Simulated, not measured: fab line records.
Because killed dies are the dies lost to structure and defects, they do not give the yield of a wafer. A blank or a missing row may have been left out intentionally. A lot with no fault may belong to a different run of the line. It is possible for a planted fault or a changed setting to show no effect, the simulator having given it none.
The same fault as seen by 2 desks ; flow gf180mcu ; numbers are kept per desk, each desk with only its own; the story behind them comes last

## AT THE TOOL OWNER'S DESK: lpcvd-02
The tool's own readings at GF_HV_LDD_CVD_54 (deposits SiO2 from TEOS, target thk 10 nm, time 75 s): means of the sampled wafers that have a number, for each lot that ran on this tool. If a lot's mean is further than 4 standard deviations from the usual mean, the lot is out of limits and carries the mark OUT (the distance appears in the brackets).
Columns: A = pressure mtorr at GF_HV_LDD_CVD_54, usual 400.0 mTorr; B = spike tc lower C at GF_HV_LDD_CVD_54, usual 679.6 C
lot;first seen here;A;B
L288;day 12 22:01;399.2;680.8
L293;day 14 07:39;398.9;680.0
L294;day 14 19:30;400.3;680.0
L299;day 16 09:17;399.3;679.6
L301;day 17 02:00;400.6;679.1
Result from this desk: across the 5 lots, nothing is out of limits.

## AT THE METROLOGY DESK
What the gauges read, lot by lot, whatever tool the lot ran on: means of the sampled wafers that have a number. If a lot's mean is further than 4 standard deviations from the usual mean, the lot is out of limits and carries the mark OUT (the distance appears in the brackets).
Columns: A = HV_LDD_CVD_54_THK at GF_HV_LDD_THK_MEAS_55, usual 9.99 nm; B = M1_ALCU_RS at GF_M1_RS_MEAS_05, usual 0.0692 ohm/sq
lot;first seen here;A;B
L287;day 12 06:48;10.08;0.0683
L288;day 12 23:04;9.94;0.0699
L289;day 13 04:24;9.83;0.0690
L290;day 13 13:18;10.02;0.0696
L291;day 13 22:07;9.99;0.0685
L293;day 14 08:41;9.93;0.0696
L294;day 14 20:31;10.12;0.0685
L296;day 15 08:13;10.02;0.0688
L297;day 15 17:41;10.16;0.0695
L299;day 16 10:18;10.09;0.0700
L301;day 17 03:03;6.37 (-33) OUT;0.0691
L304;day 18 05:07;9.89;0.0704
This desk's finding: out of limits on L301; first on L301, day 17 03:03 (HV_LDD_CVD_54_THK at GF_HV_LDD_THK_MEAS_55). L287, L288, L289, L290, L291, L293, L294, L296, L297, L299, L304 stayed within limits.

## BROUGHT TOGETHER
At day 17 03:03 the metrology desk could have sounded an alarm, on L301.
The tool owner's desk saw nothing out of limits.
On record at the tool owner's desk: L301, within its limits.
On lpcvd-02, each named lot ran GF_HV_LDD_CVD_54.

## WHAT THE SIMULATOR HAD INSERTED
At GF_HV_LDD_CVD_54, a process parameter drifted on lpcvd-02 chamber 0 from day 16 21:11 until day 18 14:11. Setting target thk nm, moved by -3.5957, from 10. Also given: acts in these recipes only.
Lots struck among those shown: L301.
Time in hours between the start of the fault and the first out-of-limits reading at each desk: metrology desk, 6.
